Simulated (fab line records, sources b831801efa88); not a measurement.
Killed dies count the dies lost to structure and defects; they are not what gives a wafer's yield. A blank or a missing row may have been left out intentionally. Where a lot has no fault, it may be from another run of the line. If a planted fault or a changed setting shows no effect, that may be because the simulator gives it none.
8D (eight disciplines) problem report, filled in by code :: flow sky130 :: the parts of the form that need people (team, actions taken, sign-off) are left out

== 1. PROBLEM STATEMENT ==
oes-product-au at SKY_VIA3_ETCH_15 reads a mean of 0.903 a.u. on 2 wafers of 2 lots; wafers without a fault read 0.946 a.u. with a standard deviation of 0.0048. That puts it -8.9 standard deviations away from the usual mean.
The step: etches SiO2 in C4F8/O2/Ar, stops on TiN, target depth 507 nm, time 78 s.
First observed at day 44 16:46: wafer L146.2, on rie-diel-04. At this step, 33 wafers from 11 lots have a number in the record. By rule, "out" or "out of limits" means more than 4 standard deviations away from the usual mean. Any other wafer with a number is counted as sound.

== 2. WHAT IT IS AND WHAT IT IS NOT ==
question: which readings at this step
is: oes-product-au
is not: rf-fwd-power-W

question: which lots
is: L146, L150
is not: L130, L131, L132, L133, L134, L137, L140, L141, L143

question: which wafers of those lots
is: L146.2, L150.2
is not: L146.3, L146.4, L150.1, L150.4

question: read on which tools
is: rie-diel-04
is not: rie-diel-02, rie-diel-03

question: when
is: from day 44 16:46
is not: up to then (29 sound wafers); but 2 sound wafers of L150 came after

== 3. THE SUSPECTS, EACH WITH WHAT RULES IT OUT ==
Counting: any tool at a process step up to the reading remains a suspect provided it ran every lot that is out. Sound lots after the first of them don't rule it out here, since some wafers of a struck lot are sound.
- cmp-01 at SKY_VIA3_CMP_02 (polishes SiO2): kept. Ran every lot that is out, first one L146 (day 43 17:39); last sound lot up to then L141 (day 42 10:48).
- rie-diel-04 at SKY_VIA3_ETCH_15 (etches SiO2 in C4F8/O2/Ar, stops on TiN, target depth 507 nm, time 78 s): kept. Ran every lot that is out, first one L146 (day 44 16:46); last sound lot up to then L143 (day 43 16:31). Out on those wafers are its own readings of oes-product-au.
The count leaves rie-diel-04 at SKY_VIA3_ETCH_15 and cmp-01 at SKY_VIA3_CMP_02.

== 4. THE CAUSE (what the simulator had put in) ==
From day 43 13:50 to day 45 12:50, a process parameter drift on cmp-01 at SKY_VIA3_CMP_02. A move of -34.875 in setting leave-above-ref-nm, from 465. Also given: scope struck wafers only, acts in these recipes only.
This tool is one of the 2 suspects left after counting.

== 5. THE EFFECT CHAIN, in route order ==
Rows list readings where the struck wafers' mean (over those with a number) sits beyond 3 standard deviations from the usual. Only readings for which the record gives a usual standard deviation are gone through. hours: the time from each lot's start at the first step in this table that gives one to its start at this step, as a median over the lots. sigmas: the change in usual standard deviations.
hours: 0
step: SKY_VIA3_ETCH_15
reading: oes-product-au
usual: 0.946 a.u.
on struck wafers: 0.903
change: -0.042
sigmas: -8.9
Process steps it contains:
- SKY_VIA3_ETCH_15: etches SiO2 in C4F8/O2/Ar, stops on TiN, target depth 507 nm, time 78 s.

== 6. HOW IT WOULD HAVE BEEN CAUGHT EARLIER ==
In this record no reading fell out of limits until day 44 16:46, 27 hours after the fault had begun at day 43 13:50.
Tool readings at SKY_VIA3_CMP_02 with a usual standard deviation given in the record: none out on any struck wafer, hence no alarm at a limit of 4 standard deviations on them.
L150, from the lots that are out (2), started SKY_VIA3_CMP_02 on cmp-01 later than day 44 16:46. It would have been spared by a hold on the tool at that moment.
